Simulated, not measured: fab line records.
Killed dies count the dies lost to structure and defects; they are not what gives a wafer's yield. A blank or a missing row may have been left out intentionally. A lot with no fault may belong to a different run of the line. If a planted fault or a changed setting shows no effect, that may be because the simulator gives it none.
Matching of chambers | flow gf180mcu | pecvd-03 running GF_V3_CVD_02: 3 sister chambers
The step deposits SiO2 from TEOS, target thk 850 nm, time 94.851 s. 3 wafers are shown with their chamber, then 11 later ones without.

## WAFERS WITH THEIR CHAMBER
wafer  | chamber | heater_power_w (W)
L089.3 | 1       | 678
L089.4 | 0       | 614
L091.1 | 2       | 777

## WAFERS WHOSE CHAMBER IS MISSING
wafer  | heater_power_w (W)
L091.4 | 632
L091.6 | 758
L094.1 | 709
L094.3 | 676
L094.4 | 755
L095.3 | 645
L095.4 | 675
L095.5 | 646
L097.1 | 741
L097.5 | 655
L097.6 | 676

## WHICH CHAMBER EACH ONE RAN IN
wafer  | from the rows above     | in truth
L091.4 | can't be placed: 0 or 1 | 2
L091.6 | 2                       | 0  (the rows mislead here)
L094.1 | can't be placed: 1 or 2 | 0
L094.3 | 1                       | 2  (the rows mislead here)
L094.4 | 2                       | 2
L095.3 | can't be placed: 0 or 1 | 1
L095.4 | 1                       | 1
L095.5 | can't be placed: 0 or 1 | 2
L097.1 | can't be placed: 2 or 1 | 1
L097.5 | can't be placed: 1 or 0 | 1
L097.6 | 1                       | 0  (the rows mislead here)
2 of 11 placed correctly. Not placeable from these rows: 6 (in 3, the candidates include the true chamber). Number placed wrongly: 3.
How it was worked out, from the rows above alone: a wafer's distance from a chamber is the root of the sum, over the readings, of the square of ((its reading less the chamber's mean) divided by the reading's scatter). If the next closest chamber is less than 2 further off than the closest, the wafer can't be placed; otherwise it belongs to the closest. A chamber's mean is the mean of its shown wafers. The scatter: with one shown wafer a chamber, the root of the mean of the squares of how far each hidden wafer lies from its nearest shown one.
